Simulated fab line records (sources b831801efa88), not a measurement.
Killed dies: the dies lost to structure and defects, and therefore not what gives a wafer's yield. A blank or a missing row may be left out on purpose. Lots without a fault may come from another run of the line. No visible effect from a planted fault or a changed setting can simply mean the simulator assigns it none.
2 desks, one fault	flow sky130	each desk has only its own numbers; what lay behind them comes last

## THE TOOL OWNER'S DESK: lpcvd-02
The tool's own readings at SKY_SONOS_ONO_CVD_02 (deposits Si3N4 from DCS/NH3, target thk 10.5 nm, time 180 s): means of the sampled wafers that have a number, for each lot that ran on this tool. The brackets show how far a lot's mean lies from the usual mean; more than 4 standard deviations puts the lot out of limits, marked OUT.
Columns: A = pressure mtorr at SKY_SONOS_ONO_CVD_02, usual 250.0 mTorr
lot	first seen here	A
L370	day 11 21:38	250.6
L371	day 12 04:36	250.2
L372	day 12 14:16	249.9
L373	day 12 20:19	250.5
L374	day 13 08:29	250.7
L376	day 13 18:24	249.7
L377	day 14 05:05	250.2
L378	day 14 13:28	249.8
L380	day 15 01:28	249.8
L383	day 16 04:32	300.0 (+99 or more) OUT
L391	day 18 23:48	250.4
L392	day 19 03:05	249.6
L393	day 19 05:30	249.9
Finding of this desk: L383 out of limits; the first was L383 at day 16 04:32, on pressure mtorr at SKY_SONOS_ONO_CVD_02. In limits: L370, L371, L372, L373, L374, L376, L377, L378, L380, L391, L392, L393.

## THE METROLOGY DESK
What the gauges read for every lot (on any tool): the sampled wafers with a number, averaged. The brackets show how far a lot's mean lies from the usual mean; more than 4 standard deviations puts the lot out of limits, marked OUT.
Columns: A = cd nm at SKY_VT_ADJUST_NCORE_CD_MEAS_07, usual 379.6 nm; B = SONOS_ONO_OXIDATION_THK at SKY_SONOS_ONO_THK_MEAS_01, usual 2.59 nm; C = SONOS_ONO_CVD_02_THK at SKY_SONOS_ONO_THK_MEAS_03, usual 10.62 nm; D = GATE_OXIDE_OXIDATION_00_THK at SKY_GATE_OXIDE_THK_MEAS_02, usual 10.19 nm
lot	first seen here	A	B	C	D
L370	day 8 23:01	379.0	2.61	10.60	10.07
L371	day 9 04:25	379.7	2.57	10.68	10.40
L372	day 9 10:58	383.4	2.64	10.78	9.86
L373	day 9 18:21	377.2	2.61	10.51	9.90
L374	day 10 03:49	374.6	2.63	10.48	10.10
L376	day 10 13:38	380.9	2.60	10.80	10.10
L377	day 10 21:29	374.9	2.59	10.79	10.25
L378	day 11 04:49	380.7	2.47	10.71	10.15
L380	day 11 16:34	380.2	2.66	10.41	10.40
L383	day 12 12:28	379.8	2.70	11.21	10.23
L391	day 15 04:25	379.0	2.59	10.71	10.29
L392	day 15 06:07	380.9	2.59	10.56	9.86
L393	day 15 09:08	378.5	2.55	10.72	10.50
Result from this desk: across the 13 lots, nothing is out of limits.

## ALL TOGETHER
An alarm could have come from the tool owner's desk at day 16 04:32, on L383.
Nothing out of limits was seen by the metrology desk.
The metrology desk holds a record of L383, inside its limits.
All the named lots went through SKY_SONOS_ONO_CVD_02 on lpcvd-02.

## WHAT THE SIMULATOR HAD INSERTED
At SKY_SONOS_ONO_CVD_02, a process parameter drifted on lpcvd-02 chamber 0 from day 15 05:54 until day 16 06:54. A move of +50 in setting pressure mtorr, from 250. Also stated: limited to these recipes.
Lots struck among those shown: L383.
Each desk's first reading out of limits, in hours after the fault started: the tool owner's desk, 23.
